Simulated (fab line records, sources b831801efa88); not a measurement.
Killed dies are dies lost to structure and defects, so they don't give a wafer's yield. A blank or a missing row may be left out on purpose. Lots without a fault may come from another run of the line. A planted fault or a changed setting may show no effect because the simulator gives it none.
Chamber matching | flow sky130 | SKY_VIA4_CMP_02 on cmp-02: 4 sister chambers
The step polishes SiO2. 8 wafers are shown with their chamber, then 7 later ones without.

WAFERS WITH THEIR CHAMBER
wafer  | chamber | motor_current_A (A) | retaining_ring_pressure_frac
L322.5 | 1       | 10.9                | 0.995
L323.1 | 1       | 10.9                | 1.005
L326.2 | 3       | 11.5                | 0.999
L337.2 | 2       | 12.3                | 0.993
L337.3 | 3       | 12.2                | 0.994
L337.4 | 0       | 10.4                | 1.002
L338.3 | 2       | 12.2                | 1.002
L338.4 | 0       | 10.7                | 0.994

WAFERS WITHOUT THEIR CHAMBER
wafer  | motor_current_A (A) | retaining_ring_pressure_frac
L338.5 | 11.3                | 1.005
L341.1 | 12.1                | 0.998
L341.4 | 11.9                | 1.000
L341.5 | 12.0                | 1.003
L343.3 | 10.0                | 1.004
L343.5 | 10.3                | 1.008
L343.6 | 10.9                | 1.001

WHICH CHAMBER EACH WENT THROUGH
wafer  | from the rows above          | in truth
L338.5 | can't be placed: 1 or 3 or 0 | 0
L341.1 | can't be placed: 2 or 3      | 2
L341.4 | can't be placed: 3 or 2      | 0
L341.5 | can't be placed: 3 or 2      | 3
L343.3 | can't be placed: 0 or 1      | 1
L343.5 | can't be placed: 0 or 1      | 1
L343.6 | can't be placed: 1 or 0      | 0
Placed correctly: 0 of 7. Can't be placed from these rows: 7 (the true chamber is among the candidates in 6). Placed wrongly: 0.
How it was worked out, from the rows above alone: a wafer's distance from a chamber is the root of the sum, over the readings, of the square of ((its reading less the chamber's mean) divided by the reading's scatter). The wafer belongs to the nearest chamber; if the next one is less than 2 further off, it can't be placed. A chamber's mean is the mean of its shown wafers. The scatter: the root of (the sum of the squares of (reading less its chamber's mean) over the shown wafers, divided by (wafers less chambers)).
